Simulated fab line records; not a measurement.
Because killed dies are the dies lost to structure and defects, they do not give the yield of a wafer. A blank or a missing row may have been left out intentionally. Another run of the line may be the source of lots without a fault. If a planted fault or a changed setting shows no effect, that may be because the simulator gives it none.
8D (eight disciplines) problem report, filled in by code ; flow sky130 ; the parts of the form that need people (team, actions taken, sign-off) are left out

1. THE PROBLEM
Across 6 wafers from 2 lots, LDD_HVP_TW at SKY_LDD_HVP_TW_MEAS_10 averages 494, while fault-free wafers read 461 with a standard deviation of 4.8. Measured from the usual mean, that is +7.0 standard deviations.
Earliest sighting: wafer L671.1 on film-metro-01 at day 25 22:46. The record has a number at this step for 36 wafers belonging to 12 lots. The rule behind "out" and "out of limits": a value lying over 4 standard deviations away from the usual mean. All remaining wafers that have a number are taken as sound.

2. WHAT IT IS AND WHAT IT IS NOT
question;is;is not
which readings at this step;LDD_HVP_TW;-
which lots;L671, L674;L660, L661, L663, L664, L665, L666, L670, L677, L678, L681
which wafers of those lots;all that have a number;-
read on which gauges;film-metro-01;film-metro-03, film-metro-04
when;from day 25 22:46;"up to then (21 sound wafers); but 9 sound wafers of L677, L678, L681 came after"

3. SUSPECTS, AND WHAT RULES EACH OUT
Counting: any tool at a process step up to the reading is kept as a suspect provided that every lot that is out went through it and no sound lot did after the first of them.
- the gauge at SKY_LDD_HVP_TW_MEAS_10 has been ruled out. All the wafers that are out were read on film-metro-01, but those of them that SKY_LDD_HVP_IMPLANT_08 has rows for are out there too, on other tools.
- implanter-01 at SKY_LDD_HVP_IMPLANT_08: kept. It processed each lot that is out, first L671 at day 25 22:31, and no sound lot thereafter; up to then, the last sound lot it processed was L670 at day 25 21:28. Out on those wafers are its own readings of beam-on-s, faraday-current-uA.
Remaining after the count: implanter-01 at SKY_LDD_HVP_IMPLANT_08.

4. THE CAUSE (what the simulator had put in)
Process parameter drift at SKY_LDD_HVP_IMPLANT_08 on implanter-01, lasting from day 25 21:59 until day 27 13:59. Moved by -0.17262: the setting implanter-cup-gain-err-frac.
Only this tool survived the counting.

5. THE EFFECT CHAIN, in route order
Each row: a reading whose mean over the struck wafers that have a number lies more than 3 standard deviations from the usual. Readings are gone through only where the record gives a usual standard deviation; hours: the median, over the lots, of the time from a lot's start at the first step in this table giving one to that lot's start at this step; sigmas: the change measured in usual standard deviations.
hours;step;reading;usual;on struck wafers;change;sigmas
0;SKY_LDD_HVP_IMPLANT_08;beam-on-s;10.00 s;12.07;+2.07;+10
0;SKY_LDD_HVP_IMPLANT_08;faraday-current-uA;95.8;79.5;-16.3;-8.6
0;SKY_LDD_HVP_TW_MEAS_10;LDD_HVP_TW;461;494;+34;+7.0
It contains these process steps:
- SKY_LDD_HVP_IMPLANT_08
Later steps that measure or inspect, where all struck wafers having a row at the step show a number for every such reading and not one has moved that far: SKY_LDD_LDN_OVL_MEAS_07.

6. WHAT WOULD HAVE CAUGHT IT SOONER
In this record the first reading out of limits at a measuring or inspecting step was taken at day 25 22:46, 1 hour after the fault began at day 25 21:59.
The tool's own readings at SKY_LDD_HVP_IMPLANT_08 were out on every struck wafer that the step has a row for (beam-on-s, faraday-current-uA): an alarm limit on them would have fired on the first of those.
Among the 2 lots that are out, L674 began SKY_LDD_HVP_IMPLANT_08 on implanter-01 after day 25 22:46. A hold on the tool at that time would have spared it.
